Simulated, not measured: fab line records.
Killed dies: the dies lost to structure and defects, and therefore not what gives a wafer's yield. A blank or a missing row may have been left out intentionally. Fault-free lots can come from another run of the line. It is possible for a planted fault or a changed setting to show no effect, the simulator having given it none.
Code-filled problem report in 8D (eight disciplines) form :: flow sky130 :: the parts of the form that need people (team, actions taken, sign-off) are left out

1. PROBLEM STATEMENT
GATE_OXIDE_OXIDATION_00_THK at SKY_GATE_OXIDE_THK_MEAS_02 reads a mean of 12.82 nm on 6 wafers of 2 lots; wafers without a fault read 10.24 nm with a standard deviation of 0.27. That puts it +9.5 standard deviations away from the usual mean.
First observed at day 13 17:46: wafer L885.1, on film_metro-04. The record holds 36 wafers of 12 lots with a number at this step. By rule, "out" or "out of limits" means more than 4 standard deviations away from the usual mean. The rest of the wafers with a number are treated as sound.

2. WHAT IT IS; WHAT IT IS NOT
question: which readings at this step
is: GATE_OXIDE_OXIDATION_00_THK
is not: -

question: which lots
is: L885, L886
is not: L881, L884, L893, L894, L895, L898, L900, L901, L902, L904

question: which wafers of those lots
is: all that have a number
is not: -

question: read on which gauges
is: film_metro-04
is not: film_metro-01, film_metro-02

question: when
is: from day 13 17:46
is not: up to then (6 sound wafers); but 24 sound wafers of L893, L894, L895, L898, L900, L901, L902, L904 came after

3. WHAT RULES OUT EACH SUSPECT
Counting: a tool at any process step up to the reading remains a suspect when it ran all the lots that are out and ran no sound lot after the first of those.
- the gauge at SKY_GATE_OXIDE_THK_MEAS_02: kept. All the wafers that are out were read on film_metro-04, and no step on other tools shows them out.
- furnace-02 at SKY_GATE_OXIDE_OXIDATION_01 (stabilise 600 s, purge 300 s, target thk 10.268 nm): ruled out as a lasting fault. Sound lots L893, L894, L898, L901, L902 ran on it after its first lot that is out, L885 (day 13 16:22).
Left after counting: film_metro-04 at SKY_GATE_OXIDE_THK_MEAS_02.

4. THE CAUSE (what the simulator had put in)
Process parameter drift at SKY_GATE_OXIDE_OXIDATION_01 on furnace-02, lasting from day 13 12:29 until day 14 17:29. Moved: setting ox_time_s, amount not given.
The count ruled it out by mistake, since the rule takes a fault to strike every lot its tool runs from the start of the fault on, and this one did not do so.

5. THE CHAIN OF EFFECTS, in route order
One row per reading whose mean, taken over the struck wafers that have a number, lies over 3 standard deviations from the usual. Only readings for which the record gives a usual standard deviation are gone through. hours: the time from each lot's start at the first step in this table that gives one to its start at this step, as a median over the lots. sigmas: the change in usual standard deviations.
hours: 0
step: SKY_GATE_OXIDE_THK_MEAS_02
reading: GATE_OXIDE_OXIDATION_00_THK
usual: 10.24 nm
on struck wafers: 12.82
change: +2.58
sigmas: +9.5
At these later measuring or inspecting steps, every struck wafer for which the step has a row has a number for every such reading, and none has moved that far: SKY_VIA1_THK_MEAS_01.

6. HOW IT WOULD HAVE BEEN CAUGHT EARLIER
5 hours passed between the start of the fault at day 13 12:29 and the first reading out of limits at a measuring or inspecting step in this record, taken at day 13 17:46.
No tool reading at SKY_GATE_OXIDE_OXIDATION_01 that has a usual standard deviation in the record was out on any struck wafer, so an alarm limit of 4 standard deviations on those readings would not have fired.
